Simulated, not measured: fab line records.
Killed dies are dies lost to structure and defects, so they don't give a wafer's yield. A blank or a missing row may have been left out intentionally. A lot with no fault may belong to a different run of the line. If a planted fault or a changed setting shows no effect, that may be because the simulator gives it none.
Which tool did it? | flow gf180mcu | route of 602 steps, sampled at 1 step: 6 lots, 18 wafers

== WHAT EACH GAUGE READ, for each wafer ==
GF_CONTACT_OVL_MEAS_15.
lot  | measured     | on         | CONTACT_OVL (nm)
L267 | day 17 00:53 | overlay-02 | 7 14 8
L269 | day 17 14:35 | overlay-02 | -3 1 7
L272 | day 19 02:37 | overlay-02 | 1 -6 8
L275 | day 19 23:52 | overlay-01 | -1 -2 -6
L281 | day 21 15:10 | overlay-01 | 0 4 7
L284 | day 22 21:46 | overlay-02 | -2 -5 0

== WHAT TOOL EACH LOT RAN ON (gives the tool, then ch and the chambers of the sampled wafers, and finally the start) ==
There is no process step in the record ahead of these readings.

== THE ANSWER, worked out from the rows above alone ==
Rule: the lots themselves supply what counts as usual. Put in order of their means at a reading, lots are off if they are a third of the lots or fewer, leave a main group of 4 or more, and stand apart from it by a gap of 3 or more times the standard deviation of the main group's means; of several such gaps the widest counts. A main group whose means are all the same, to the digits that the tables above print for the reading, isn't used. Also off: a lot with no number at a reading for which 4 or more lots have one. Any other lot the step has rows for is counted as sound.
No lot is off at any reading shown: from this, nothing can be told.

== WHAT THE SIMULATOR PUT IN ==
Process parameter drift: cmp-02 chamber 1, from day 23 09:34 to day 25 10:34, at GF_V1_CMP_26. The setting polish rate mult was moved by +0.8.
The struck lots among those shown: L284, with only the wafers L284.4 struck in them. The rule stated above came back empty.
